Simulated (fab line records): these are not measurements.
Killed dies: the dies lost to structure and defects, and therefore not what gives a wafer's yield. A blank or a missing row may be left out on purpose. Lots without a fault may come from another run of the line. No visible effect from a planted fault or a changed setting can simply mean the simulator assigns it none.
Split-lot experiment / flow sfq line / route with 325 steps; 5 lots, 23 wafers read

## SPLIT DETAILS
At SFQ_TRILAYER_I4_VIA_BARC_OPEN_VIA_ETCH_146 (etches BARC in O2, target depth 125 nm, time 41.7 s), the setting time s was moved away from the recipe's 41.7 s on 9 of the 23 wafers read, by +8.0% to +11.1%. All remaining wafers had this setting at the recipe value.

The split's own step is where the reading is taken.

## THE READING
KrF_of_TRILAYER_I4_VIA_LITHO_COAT_103.thk nm (the simulator's own value, which no gauge read), in nm, at SFQ_TRILAYER_I4_VIA_BARC_OPEN_VIA_ETCH_146 (etches BARC in O2, target depth 125 nm, time 41.7 s). The file does not state a usual value for it. Across the 14 wafers here that went through the recipe, the average is 572.8 nm and the standard deviation 1.9 nm.

wafer=L074.2; tool, chamber at the split=rie diel-04, 3; time s as run, s=45.05; against the recipe=+8.0%; KrF_of_TRILAYER_I4_VIA_LITHO_COAT_103.thk nm, nm=570; against lot-mates on the recipe=-4.1
wafer=L074.3; tool, chamber at the split=rie diel-04, 1; time s as run, s=45.05; against the recipe=+8.0%; KrF_of_TRILAYER_I4_VIA_LITHO_COAT_103.thk nm, nm=570.4; against lot-mates on the recipe=-3.7
wafer=L074.4; tool, chamber at the split=rie diel-04, 0; time s as run, s=45.05; against the recipe=+8.0%; KrF_of_TRILAYER_I4_VIA_LITHO_COAT_103.thk nm, nm=571.6; against lot-mates on the recipe=-2.5
wafer=L074.5; tool, chamber at the split=rie diel-04, 3; time s as run, s=41.7; against the recipe=recipe; KrF_of_TRILAYER_I4_VIA_LITHO_COAT_103.thk nm, nm=572; against lot-mates on the recipe=-
wafer=L074.6; tool, chamber at the split=rie diel-04, 0; time s as run, s=41.7; against the recipe=recipe; KrF_of_TRILAYER_I4_VIA_LITHO_COAT_103.thk nm, nm=576.2; against lot-mates on the recipe=-
wafer=L076.2; tool, chamber at the split=rie diel-02, 2; time s as run, s=46.31; against the recipe=+11.1%; KrF_of_TRILAYER_I4_VIA_LITHO_COAT_103.thk nm, nm=568.6; against lot-mates on the recipe=-6.2
wafer=L076.3; tool, chamber at the split=rie diel-02, 0; time s as run, s=46.31; against the recipe=+11.1%; KrF_of_TRILAYER_I4_VIA_LITHO_COAT_103.thk nm, nm=568.8; against lot-mates on the recipe=-6.0
wafer=L076.4; tool, chamber at the split=rie diel-02, 1; time s as run, s=41.7; against the recipe=recipe; KrF_of_TRILAYER_I4_VIA_LITHO_COAT_103.thk nm, nm=575.1; against lot-mates on the recipe=-
wafer=L076.5; tool, chamber at the split=rie diel-02, 2; time s as run, s=41.7; against the recipe=recipe; KrF_of_TRILAYER_I4_VIA_LITHO_COAT_103.thk nm, nm=574.5; against lot-mates on the recipe=-
wafer=L076.6; tool, chamber at the split=rie diel-02, 1; time s as run, s=46.31; against the recipe=+11.1%; KrF_of_TRILAYER_I4_VIA_LITHO_COAT_103.thk nm, nm=566.6; against lot-mates on the recipe=-8.2
wafer=L080.2; tool, chamber at the split=rie diel-02, 2; time s as run, s=41.7; against the recipe=recipe; KrF_of_TRILAYER_I4_VIA_LITHO_COAT_103.thk nm, nm=573; against lot-mates on the recipe=-
wafer=L080.3; tool, chamber at the split=rie diel-02, 0,2; time s as run, s=41.7; against the recipe=recipe; KrF_of_TRILAYER_I4_VIA_LITHO_COAT_103.thk nm, nm=573.3; against lot-mates on the recipe=-
wafer=L080.6; tool, chamber at the split=rie diel-02, 0,2; time s as run, s=41.7; against the recipe=recipe; KrF_of_TRILAYER_I4_VIA_LITHO_COAT_103.thk nm, nm=573.3; against lot-mates on the recipe=-
wafer=L083.1; tool, chamber at the split=rie diel-04, 2; time s as run, s=41.7; against the recipe=recipe; KrF_of_TRILAYER_I4_VIA_LITHO_COAT_103.thk nm, nm=570.4; against lot-mates on the recipe=-
wafer=L083.2; tool, chamber at the split=rie diel-04, 1; time s as run, s=41.7; against the recipe=recipe; KrF_of_TRILAYER_I4_VIA_LITHO_COAT_103.thk nm, nm=570.3; against lot-mates on the recipe=-
wafer=L083.4; tool, chamber at the split=rie diel-04, 2; time s as run, s=41.7; against the recipe=recipe; KrF_of_TRILAYER_I4_VIA_LITHO_COAT_103.thk nm, nm=569.9; against lot-mates on the recipe=-
wafer=L083.5; tool, chamber at the split=rie diel-04, 1; time s as run, s=41.7; against the recipe=recipe; KrF_of_TRILAYER_I4_VIA_LITHO_COAT_103.thk nm, nm=572.6; against lot-mates on the recipe=-
wafer=L083.6; tool, chamber at the split=rie diel-04, 3; time s as run, s=41.7; against the recipe=recipe; KrF_of_TRILAYER_I4_VIA_LITHO_COAT_103.thk nm, nm=571.7; against lot-mates on the recipe=-
wafer=L084.1; tool, chamber at the split=rie diel-01, 2; time s as run, s=45.54; against the recipe=+9.2%; KrF_of_TRILAYER_I4_VIA_LITHO_COAT_103.thk nm, nm=567.8; against lot-mates on the recipe=-5.8
wafer=L084.3; tool, chamber at the split=rie diel-01, 0; time s as run, s=45.54; against the recipe=+9.2%; KrF_of_TRILAYER_I4_VIA_LITHO_COAT_103.thk nm, nm=567.6; against lot-mates on the recipe=-5.9
wafer=L084.4; tool, chamber at the split=rie diel-01, 1; time s as run, s=45.54; against the recipe=+9.2%; KrF_of_TRILAYER_I4_VIA_LITHO_COAT_103.thk nm, nm=569.1; against lot-mates on the recipe=-4.4
wafer=L084.5; tool, chamber at the split=rie diel-01, 2; time s as run, s=41.7; against the recipe=recipe; KrF_of_TRILAYER_I4_VIA_LITHO_COAT_103.thk nm, nm=572; against lot-mates on the recipe=-
wafer=L084.6; tool, chamber at the split=rie diel-01, 3; time s as run, s=41.7; against the recipe=recipe; KrF_of_TRILAYER_I4_VIA_LITHO_COAT_103.thk nm, nm=575.1; against lot-mates on the recipe=-
If several chambers appear in one row, that row covers several wafers at once and the file leaves open which wafer was in which chamber.

FIT RESULTS
A straight line over all 23 wafers: KrF_of_TRILAYER_I4_VIA_LITHO_COAT_103.thk nm changes by -0.421 nm for each +1% of time s; r = -0.77; the points scatter about the line by 1.7 nm.
The same after taking each lot's own level away (the mean of its wafers on the recipe; 23 wafers): -0.567 nm for each +1%; r = -0.92; scatter 1.2 nm.
Per that fit: largest time s move, reading shift of 6.3 nm.
Measured against the standard deviation above, the lots' own levels, which go from 570.98 to 574.80 nm, span 2.1 times it.
So the lot-to-lot level blurs the effect unless lot-mates are compared.
Check: with one of the wafers moved furthest among these (+11.1%) left out of the fit, the line predicts -6.21 nm for it against its lot-mates. It came out at -6.2 nm against them.

## ADDITIONAL SPLITS CARRIED BY THESE WAFERS
Before the reading, these wafers also passed through other splits. Each is held against what the fit with the lots' levels taken away leaves over:
other split on the same wafers=SFQ_TRILAYER_I2_VIA_BARC_OPEN_VIA_ETCH_096 source w; wafers away from the commonest value=9; r with KrF_of_TRILAYER_I4_VIA_LITHO_COAT_103.thk nm (lot level and that fit taken away)=-0.04
other split on the same wafers=SFQ_TRILAYER_I2_VIA_ETCH_VIA_ETCH_070 bias w; wafers away from the commonest value=8; r with KrF_of_TRILAYER_I4_VIA_LITHO_COAT_103.thk nm (lot level and that fit taken away)=-0.17
other split on the same wafers=SFQ_TRILAYER_M3_LITHO_COAT_075 spin rpm; wafers away from the commonest value=7; r with KrF_of_TRILAYER_I4_VIA_LITHO_COAT_103.thk nm (lot level and that fit taken away)=-0.29
other split on the same wafers=SFQ_TRILAYER_M3_BARC_OPEN_METAL_ETCH_100 bias w; wafers away from the commonest value=11; r with KrF_of_TRILAYER_I4_VIA_LITHO_COAT_103.thk nm (lot level and that fit taken away)=+0.26
other split on the same wafers=SFQ_TRILAYER_I3_VIA_LITHO_COAT_085 spin rpm; wafers away from the commonest value=9; r with KrF_of_TRILAYER_I4_VIA_LITHO_COAT_103.thk nm (lot level and that fit taken away)=+0.00
other split on the same wafers=SFQ_TRILAYER_I3_VIA_BARC_OPEN_VIA_ETCH_121 source w; wafers away from the commonest value=9; r with KrF_of_TRILAYER_I4_VIA_LITHO_COAT_103.thk nm (lot level and that fit taken away)=-0.11
other split on the same wafers=SFQ_TRILAYER_M4_DEP_SPUTTER_091 power w; wafers away from the commonest value=7; r with KrF_of_TRILAYER_I4_VIA_LITHO_COAT_103.thk nm (lot level and that fit taken away)=+0.18
other split on the same wafers=SFQ_TRILAYER_M4_LITHO_COAT_093 resist thk nm; wafers away from the commonest value=8; r with KrF_of_TRILAYER_I4_VIA_LITHO_COAT_103.thk nm (lot level and that fit taken away)=+0.23

## FILE'S OWN FIT
KrF_of_TRILAYER_I4_VIA_LITHO_COAT_103.thk nm changes by -0.561 nm for each +1% of time s, r = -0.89.
